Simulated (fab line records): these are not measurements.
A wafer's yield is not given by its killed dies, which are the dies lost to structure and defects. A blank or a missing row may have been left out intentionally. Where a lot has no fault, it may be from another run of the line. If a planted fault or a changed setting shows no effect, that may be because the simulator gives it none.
Split-lot trial -- flow sky130 -- 23 wafers read from 5 lots, route of 708 steps

THE SPLIT
At SKY_METAL5_SPUTTER_02 (material AlCu, target thk 1150 nm, time 61.2 s), the setting time_s was moved away from the recipe's 61.2 s on 8 of the 23 wafers read, by -11.4% to +13.5%. This setting was run at the recipe's value on the other wafers.

FROM THE SPLIT TO THE READING: what the file shows between them, 8 steps
- SKY_METAL5_SPUTTER_03: material Ti, target thk 5 nm, time 3.3 s (also split here: time_s)
- SKY_METAL5_SPUTTER_04: material TiN, target thk 70 nm, time 58.3 s
- SKY_METAL5_RS_MEAS_05: measures by four-point-probe
- SKY_METAL5_THK_MEAS_06: measures by xrf
- SKY_METAL5_DEHYDRATE_07: time 60 s
- SKY_METAL5_HMDS_08: prime time 60 s
- SKY_METAL5_DEVELOP_13: develop time 60 s
- SKY_METAL5_DESCUM_14: chemistry O2, time 11 s

THE READING
oes_product_au, in a.u., at SKY_METAL5_METAL_ETCH_15 (etches the open film in Cl2/BCl3, stops on SiO2, target depth 1260 nm, time 252 s). A value of 0.893 a.u. with a standard deviation of 0.0055 a.u. is what fault-free wafers of this fab line usually give.

wafer,"tool, chamber at the split","time_s as run, s",against the recipe,"oes_product_au, a.u.",against lot-mates on the recipe
L074.1,"pvd_sputter-03, -",61.2,recipe,0.887,-
L074.3,"pvd_sputter-03, -",54.25,-11.4%,0.856,-0.032
L074.4,"pvd_sputter-03, -",61.2,recipe,0.889,-
L074.5,"pvd_sputter-03, -",54.25,-11.4%,0.847,-0.041
L074.6,"pvd_sputter-03, -",61.2,recipe,0.888,-
L079.1,"pvd_sputter-01, -",56.5,-7.7%,0.870,-0.023
L079.3,"pvd_sputter-01, -",56.5,-7.7%,0.869,-0.024
L079.4,"pvd_sputter-01, -",61.2,recipe,0.891,-
L079.5,"pvd_sputter-01, -",61.2,recipe,0.896,-
L079.6,"pvd_sputter-01, -",56.5,-7.7%,0.871,-0.022
L081.2,"pvd_sputter-01, -",69.44,+13.5%,0.949,+0.054
L081.3,"pvd_sputter-01, -",69.44,+13.5%,0.935,+0.040
L081.4,"pvd_sputter-01, -",61.2,recipe,0.900,-
L081.5,"pvd_sputter-01, -",69.44,+13.5%,0.952,+0.057
L081.6,"pvd_sputter-01, -",61.2,recipe,0.890,-
L084.1,"pvd_sputter-02, -",61.2,recipe,0.887,-
L084.2,"pvd_sputter-02, -",61.2,recipe,0.887,-
L084.4,"pvd_sputter-02, -",61.2,recipe,0.893,-
L084.5,"pvd_sputter-02, -",61.2,recipe,0.893,-
L084.6,"pvd_sputter-02, -",61.2,recipe,0.896,-
L085.2,"pvd_sputter-03, -",61.2,recipe,0.904,-
L085.3,"pvd_sputter-03, -",61.2,recipe,0.890,-
L085.6,"pvd_sputter-03, -",61.2,recipe,0.896,-

THE FIT
A straight line over all 23 wafers: oes_product_au changes by +0.00367 a.u. for each +1% of time_s; r = +0.98; the points scatter about the line by 0.0056 a.u.
The same after taking each lot's own level away (the mean of its wafers on the recipe; 23 wafers): +0.00348 a.u. for each +1%; r = +0.98; scatter 0.0048 a.u.
According to that fit, moving time_s by its largest amount changes the reading by 0.047 a.u.
The lots' own levels span 0.8880 to 0.8967 a.u., that is 1.6 times the standard deviation above.
Hence the lot-to-lot level has little effect on the slope; both slopes agree.
Check: for one of the wafers moved furthest among these (+13.5%), held out of the fit, the line's prediction against its lot-mates is +0.0462 a.u. Against them it came out at +0.054 a.u.

THESE WAFERS: OTHER SPLITS
Other splits were also applied to these wafers ahead of the reading. Each is held against what the fit with the lots' levels taken away leaves over:
other split on the same wafers,wafers away from the commonest value,r with oes_product_au (lot level and that fit taken away)
SKY_VIA4_SOFTBAKE_07 temp_c,4,-0.01
SKY_METAL5_SPUTTER_03 time_s,8,-0.26

THE WHOLE CHAIN: every reading that the file lists as answering this split, in the file's order
step,what it does,reading,change (the file's fit),r (the file's)
SKY_METAL5_SPUTTER_02,"material AlCu, target thk 1150 nm, time 61.2 s","AlCu_of_METAL5_SPUTTER_02.thk_nm (the simulator's own value, which no gauge read)",+11.2 nm for each +1% of the setting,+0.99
SKY_METAL5_RS_MEAS_05,measures by four-point-probe,METAL5_ALCU_RS,-0.000263 for each +1% of the setting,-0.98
SKY_METAL5_THK_MEAS_06,measures by xrf,METAL5_ALCU_THK,+11.2 for each +1% of the setting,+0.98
SKY_METAL5_METAL_ETCH_15,"etches the open film in Cl2/BCl3, stops on SiO2, target depth 1260 nm, time 252 s",oes_product_au,+0.00345 a.u. for each +1% of the setting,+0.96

THE FILE'S OWN FIT
oes_product_au changes by +0.00345 a.u. for each +1% of time_s, r = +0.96.
